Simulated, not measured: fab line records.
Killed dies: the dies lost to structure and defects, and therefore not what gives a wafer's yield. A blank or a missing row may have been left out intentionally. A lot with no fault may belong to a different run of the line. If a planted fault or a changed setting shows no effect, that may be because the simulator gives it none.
A struck lot beside a sound one :: flow sfq_line :: 17 out of 325 route steps
Sound: the wafers L284.2, L284.3, L284.4. Struck: wafers L287.3, L287.5. (L287.1 of the same lot was not struck and is left out.) The cause comes at the end.
Each step with rows lists, per side, the tool, then ch with its chambers, then its first start. Under that, the readings that differ: sound wafers :: struck wafers :: difference of the means :: sigmas: that difference in standard deviations of wafers without a fault.
alike: readings with means less than 2 such deviations apart, plus words and numbers identical on both sides. not compared: withheld readings, readings lacking a value on some wafer, bounds such as >300 that could conceal the same value, and numbers that have no deviation in the record and whose values overlap.
The two part at a step that has a row with sigmas, a row that says differs or no value, or rows on one side only. Numbers that don't overlap but have no deviation are shown without sigmas and don't part them. A reading missing from all wafers of one side parts the sides only when that side holds two or more wafers.

SFQ_TRILAYER_I7_VIA_STRIP_STRIP_191: strips in O2.
  sound on rie_metal-01 ch 0,1, day 86 13:33; struck on rie_metal-04 ch 0,1, day 88 01:08
reading: drypump_motor_current_A (A)
sound: 5.4 5.6 5.3
struck: 6.5 6.6
difference: +1.1
sigmas: +2
  alike: oes_product_au
  not compared: rf_hours_counter_h
then, 8 steps without rows for these wafers: SFQ_TRILAYER_I7_VIA_STRIP_SOLV_CLEAN_192 (cleans in NMP, time 600 s); SFQ_TRILAYER_M8_LITHO_LOR_COAT_197; SFQ_TRILAYER_M8_LITHO_LOR_BAKE_198; SFQ_TRILAYER_M8_LITHO_COAT_193 (resist thk 600 nm); SFQ_TRILAYER_M8_LITHO_SOFTBAKE_199; SFQ_TRILAYER_M8_LITHO_EXPOSE_194 (exposes mask M8, target cd 2000 nm); SFQ_TRILAYER_M8_LITHO_PEB_196 (peb time 60 s); SFQ_TRILAYER_M8_LITHO_DEVELOP_195 (img clear 15 s, time 55 s).
-- the record jumps here: 4 days lie between the struck wafers' starts before and after --
SFQ_M8_OVL_MEAS_948:
  sound: overlay-01 at day 90 09:28; struck: overlay-02 at day 91 13:48
  alike: M8_OVL
then, 2 steps without rows for these wafers: SFQ_TRILAYER_M8_DEP_EVAP_197 (material Ti, target thk 20 nm, time 100 s); SFQ_TRILAYER_M8_DEP_EVAP_198 (material Pt, target thk 50 nm, time 250 s).
SFQ_TRILAYER_M8_DEP_EVAP_196: material Au, target thk 180 nm, time 900 s.
  sound: pvd_sputter-02 at day 90 09:44; struck: pvd_sputter-01 at day 91 14:04
  not compared: model.Au_of_TRILAYER_M8_DEP_EVAP_196.thk_nm
SFQ_M8_RS_MEAS_949: a four-point-probe measurement.
  sound: film_metro-01 at day 90 10:16; struck: film_metro-04 at day 91 14:35
  alike: M8_AU_RS
SFQ_M8_THK_MEAS_950: measures by xrf.
  sound: film_metro-01 at day 90 10:22; struck: film_metro-04 at day 91 14:42
  alike: M8_AU_THK
then, 1 step without rows for these wafers: SFQ_TRILAYER_M8_LIFTOFF_LIFTOFF_197 (chemistry NMP, time 600 s).
SFQ_M8_BOW_MEAS_951:
  sound: film_metro-04 at day 90 10:37; struck: film_metro-01 at day 91 15:07
  alike: M8_BOW
  not compared: model.etest.m8.ohm_sq

== WHERE THEY PART ==
SFQ_TRILAYER_I7_VIA_STRIP_STRIP_191 only, going by this record. Later steps at which nothing parts them and some readings are alike: SFQ_M8_OVL_MEAS_948, SFQ_M8_RS_MEAS_949, SFQ_M8_THK_MEAS_950, SFQ_M8_BOW_MEAS_951.

WHY: what had been put in by the simulator
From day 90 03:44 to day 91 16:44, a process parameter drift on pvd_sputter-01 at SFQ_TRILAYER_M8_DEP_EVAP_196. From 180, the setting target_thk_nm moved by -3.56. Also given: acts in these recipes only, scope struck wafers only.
